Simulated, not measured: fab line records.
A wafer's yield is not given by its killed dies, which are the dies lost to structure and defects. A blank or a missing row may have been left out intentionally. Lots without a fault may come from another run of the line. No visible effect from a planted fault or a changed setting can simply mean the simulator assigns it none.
Which tool was responsible? || flow gf180mcu || 12 lots, 36 wafers sampled, at 1 step of a route of 602

WHAT EACH GAUGE READ, for each wafer
GF_M5_CD_MEAS_07: target cd 280 nm. Usual: cd nm 280.1 nm, standard deviation 1.1.
{"lot": "L380", "measured": "day 26 08:53", "on": "cd sem-01", "cd nm (nm)": "279.5 279.9 279.3", "flag": ""}
{"lot": "L381", "measured": "day 26 10:23", "on": "cd sem-01", "cd nm (nm)": "279.6 279.9 280.4", "flag": ""}
{"lot": "L384", "measured": "day 27 19:28", "on": "cd sem-02", "cd nm (nm)": "280.4 281.1 281.6", "flag": ""}
{"lot": "L386", "measured": "day 28 07:45", "on": "cd sem-02", "cd nm (nm)": "280.2 280.7 281.0", "flag": ""}
{"lot": "L387", "measured": "day 28 10:41", "on": "cd sem-02", "cd nm (nm)": "279.2 278.1 278.3", "flag": ""}
{"lot": "L388", "measured": "day 28 17:19", "on": "cd sem-01", "cd nm (nm)": "281.2 280.9 281.0", "flag": ""}
{"lot": "L389", "measured": "day 29 08:15", "on": "cd sem-01", "cd nm (nm)": "280.6 281.5 281.0", "flag": ""}
{"lot": "L390", "measured": "day 29 14:56", "on": "cd sem-02", "cd nm (nm)": "279.2 280.4 280.5", "flag": ""}
{"lot": "L391", "measured": "day 29 21:26", "on": "cd sem-01", "cd nm (nm)": "280.0 280.0 280.1", "flag": ""}
{"lot": "L394", "measured": "day 30 14:10", "on": "cd sem-02", "cd nm (nm)": "282.3 282.6 282.1", "flag": ""}
{"lot": "L400", "measured": "day 32 08:39", "on": "cd sem-02", "cd nm (nm)": "280.9 281.6 281.0", "flag": ""}
{"lot": "L401", "measured": "day 32 09:19", "on": "cd sem-01", "cd nm (nm)": "279.3 279.0 278.8", "flag": ""}

TOOL THAT RAN EACH LOT (tool first, then ch and the chambers of the sampled wafers, then the start)
The record holds no process step before these readings.

WHAT THE TOOLS THEMSELVES READ (means of the sampled wafers that have a number; where no wafer has one, the mark that the record gives instead)
The record holds no such reading with a usual standard deviation.

THE ANSWER, worked out from the rows above alone
Rule: take the mean of a lot's wafers that have a number; if it is more than 3 standard deviations from the usual mean, the lot is off. Also off: a lot with no number at a reading for which 4 or more lots have one. The other lots that the step has rows for count as sound. The gauges are gone through in route order, then the tools' own readings, and for those a lot's mean is taken as printed above. The first step at which some lot is off is used, and at that step the reading that is off furthest; a lot without a number counts as furthest.
Nothing can be told from this: no lot is off at any reading shown.

WHAT WAS PUT IN BY THE SIMULATOR
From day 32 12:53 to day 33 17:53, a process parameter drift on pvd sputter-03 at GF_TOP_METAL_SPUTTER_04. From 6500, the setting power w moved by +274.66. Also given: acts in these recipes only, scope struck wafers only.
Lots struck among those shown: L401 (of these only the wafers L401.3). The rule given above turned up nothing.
